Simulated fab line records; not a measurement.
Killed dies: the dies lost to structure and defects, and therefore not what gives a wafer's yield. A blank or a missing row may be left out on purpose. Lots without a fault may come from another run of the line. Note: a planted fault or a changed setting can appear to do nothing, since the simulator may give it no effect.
A struck lot beside a sound one ; flow sfqLine ; 42 steps out of a route of 325
Sound: wafers L910.2, L910.3, L910.6. Struck: wafers L924.2, L924.4. (L924.3 of the same lot was not struck and is left out.) The cause comes at the end.
At each step with rows: each side's tool, then ch and its chambers, then its first start. Under that, the readings that differ: sound wafers ; struck wafers ; difference of the means ; sigmas: that difference in standard deviations of wafers without a fault.
alike: a reading whose means differ by less than 2 such deviations, as well as words and numbers matching on both sides. not compared: withheld readings; readings where some wafer has no value; bounds like >300 that might hide an equal value; numbers whose values overlap and for which the record gives no deviation.
The two part at a step that has a row with sigmas, a row that says differs or no value, or rows on one side only. When numbers do not overlap yet have no deviation, they are printed without sigmas and do not part them. A reading that every wafer of one side lacks parts them only if that side has two wafers or more.

first, 6 steps without rows for these wafers: SFQ_TRILAYER_M4_LITHO_COAT_098 (resist thk 62 nm); SFQ_TRILAYER_M4_LITHO_COAT_093 (resist thk 600 nm); SFQ_TRILAYER_M4_LITHO_SOFTBAKE_097; SFQ_TRILAYER_M4_LITHO_EXPOSE_094 (exposes mask M4, target cd 500 nm); SFQ_TRILAYER_M4_LITHO_PEB_096 (peb time 60 s); SFQ_TRILAYER_M4_LITHO_DEVELOP_095 (time 60 s).
SFQ_M4_OVL_MEAS_926:
  struck on overlay-02, day 63 00:42; sound on overlay-02, day 56 18:09
  alike: M4_OVL
SFQ_TRILAYER_M4_BARC_OPEN_METAL_ETCH_123: etches BARC in O2, target depth 125 nm, time 41.7 s.
  sound on rieMetal-01 ch 0, day 56 18:11; struck on rieMetal-04 ch 1, day 63 00:44
reading;sound;struck;difference;sigmas
drypumpMotorCurrentA (A);5.4 5.4 5.4;6.6 6.6;+1.2;+3
  alike: oesProductAu
  not compared: rfHoursCounterH
then, 4 steps without rows for these wafers: SFQ_TRILAYER_M4_ETCH_METAL_ETCH_096 (etches Nb in Cl2/Ar, stops on SiO2, target depth 240 nm, time 120 s); SFQ_TRILAYER_M4_STRIP_STRIP_097 (strips in O2); SFQ_TRILAYER_M4_STRIP_SOLV_CLEAN_098 (cleans in NMP, time 600 s); SFQ_TRILAYER_I4_DEP_PECVD_099 (deposits SiO2 from SiH4/N2O, time 111.11 s, target thk 500 nm).
SFQ_TRILAYER_I4_CMP_CMP_100: polishes SiO2.
  sound on cmp-02 ch 1,2, day 57 03:49; struck on cmp-02 ch 2,3, day 63 01:47
reading;sound;struck;difference;sigmas
model.SiO2_of_TRILAYER_I4_DEP_PECVD_099.thkNm (nm);199.7 199.6 200.1;179.7 180.1;-19.9;
  alike: edgeZonePressureFrac, headPressurePsi, motorCurrentA, platenRpm, timeToEndpointS
SFQ_I4_BOW_MEAS_927:
  struck on filmMetro-01, day 63 04:48; sound on filmMetro-01, day 57 06:50
  alike: I4_BOW
SFQ_TRILAYER_I4_METRO_MEASURE_101:
  struck on filmMetro-01, day 63 05:06; sound on filmMetro-01, day 57 07:08
reading;sound;struck;difference;sigmas
thkNm (nm);199.7 199.5 199.8;179.7 180.0;-19.8;-23
then, 6 steps without rows for these wafers: SFQ_TRILAYER_I4_VIA_LITHO_COAT_108 (resist thk 62 nm); SFQ_TRILAYER_I4_VIA_LITHO_COAT_103 (resist thk 650 nm); SFQ_TRILAYER_I4_VIA_LITHO_SOFTBAKE_107; SFQ_TRILAYER_I4_VIA_LITHO_EXPOSE_104 (exposes mask I4, target cd 700 nm); SFQ_TRILAYER_I4_VIA_LITHO_PEB_106 (peb time 60 s); SFQ_TRILAYER_I4_VIA_LITHO_DEVELOP_105 (time 60 s).
-- the record jumps here: 5 days lie between the struck wafers' starts before and after --
SFQ_I4_OVL_MEAS_928:
  struck on overlay-01, day 67 19:13; sound on overlay-02, day 57 11:27
reading;sound;struck;difference;sigmas
I4_OVL (nm);7 3 7;-9 -7;-14;-2
then, 1 step without rows for these wafers: SFQ_TRILAYER_I4_VIA_BARC_OPEN_VIA_ETCH_146 (etches BARC in O2, target depth 125 nm, time 41.7 s).
SFQ_TRILAYER_I4_VIA_ETCH_VIA_ETCH_106: etches SiO2 in CHF3, stops on Nb, target depth 260 nm.
  sound on rieDiel-04 ch 0,1,2, day 57 11:31; struck on rieDiel-04 ch 0,3, day 67 19:17
reading;sound;struck;difference;sigmas
oesProductAu (a.u.);0.854 0.856 0.857;0.804 0.814;-0.047;-9
model.I4.featureDepthNm (nm);199.7 199.6 200.1;179.7 180.1;-19.9;
model.etch.depthNm (nm);199.7 199.6 200.1;179.7 180.1;-19.9;
  alike: drypumpMotorCurrentA
SFQ_TRILAYER_I4_VIA_STRIP_STRIP_107: strips in O2.
  sound on rieMetal-02 ch 0,1, day 57 11:38; struck on rieMetal-03 ch 0,1, day 67 19:24
reading;sound;struck;difference;sigmas
oesProductAu (a.u.);0.994 0.990 0.992;1.015 1.017;+0.024;+3
  alike: drypumpMotorCurrentA
  not compared: rfHoursCounterH
then, 2 steps without rows for these wafers: SFQ_TRILAYER_I4_VIA_STRIP_SOLV_CLEAN_108 (cleans in NMP, time 600 s); SFQ_TRILAYER_JJ_TRILAYER_DEP_PRE_CLEAN_113 (time 22.5 s).
SFQ_TRILAYER_JJ_TRILAYER_DEP_SPUTTER_109: material Nb, target thk 150 nm, time 100 s.
  struck on pvdSputter-05, day 67 20:12; sound on pvdSputter-06, day 57 12:28
  alike: throttleValvePct
then, 3 steps without rows for these wafers: SFQ_TRILAYER_JJ_TRILAYER_DEP_SPUTTER_110 (material Al, target thk 8 nm, time 10 s); SFQ_TRILAYER_JJ_TRILAYER_DEP_AL_OXIDATION_111 (oxidation time 600 s); SFQ_TRILAYER_JJ_TRILAYER_DEP_SPUTTER_112 (material Nb, target thk 170 nm, time 113.3 s).
SFQ_JJ_RS_MEAS_929: the measuring method here is four-point-probe.
  struck on filmMetro-01, day 67 21:24; sound on filmMetro-02, day 57 13:39
  alike: JJ_NB_RS
then, 6 steps without rows for these wafers: SFQ_TRILAYER_JJ_CE_LITHO_COAT_119 (resist thk 62 nm); SFQ_TRILAYER_JJ_CE_LITHO_COAT_114 (resist thk 600 nm); SFQ_TRILAYER_JJ_CE_LITHO_SOFTBAKE_118; SFQ_TRILAYER_JJ_CE_LITHO_EXPOSE_115 (exposes mask J5, target cd 700 nm); SFQ_TRILAYER_JJ_CE_LITHO_PEB_117 (peb time 60 s); SFQ_TRILAYER_JJ_CE_LITHO_DEVELOP_116 (time 60 s).
SFQ_JJ_OVL_MEAS_931:
  struck on overlay-01, day 68 00:28; sound on overlay-01, day 62 09:05
  alike: J5_OVL
SFQ_TRILAYER_JJ_CE_METRO_MEASURE_117:
  struck on cdSem-02, day 68 00:42; sound on cdSem-01, day 62 09:19
  alike: cdNm
SFQ_TRILAYER_JJ_CE_BARC_OPEN_RIE_150: chemistry O2, target BARC, target depth 240 nm, time 80 s.
  sound on rieMetal-01 ch 0,1, day 62 10:19; struck on rieMetal-04 ch 1, day 68 01:42
reading;sound;struck;difference;sigmas
drypumpMotorCurrentA (A);5.6 5.6 5.4;6.6 6.6;+1.1;+2
  alike: oesProductAu
  not compared: rfHoursCounterH
-- the record jumps here: 2 days lie between the struck wafers' starts before and after --
SFQ_TRILAYER_M5_ETCH_METAL_ETCH_126: etches Nb in Cl2/BCl3, stops on SiO2, time 203.2 s, target depth 265 nm.
  sound on rieMetal-03 ch 0,1, day 67 09:43; struck on rieMetal-03 ch 0,1, day 70 13:19
reading;sound;struck;difference;sigmas
oesProductAu (a.u.);0.727 0.730 0.728;0.711 0.720;-0.013;-2
model.SiO2_of_TRILAYER_I4_DEP_PECVD_099.thkNm (nm);179.7 179.6 180.1;159.9 160.3;-19.7;
  alike: drypumpMotorCurrentA
  not compared: rfHoursCounterH

WHERE THEY PART
First at SFQ_TRILAYER_M4_BARC_OPEN_METAL_ETCH_123; last, within this record, at SFQ_TRILAYER_M5_ETCH_METAL_ETCH_126.

WHY: what had been put in by the simulator
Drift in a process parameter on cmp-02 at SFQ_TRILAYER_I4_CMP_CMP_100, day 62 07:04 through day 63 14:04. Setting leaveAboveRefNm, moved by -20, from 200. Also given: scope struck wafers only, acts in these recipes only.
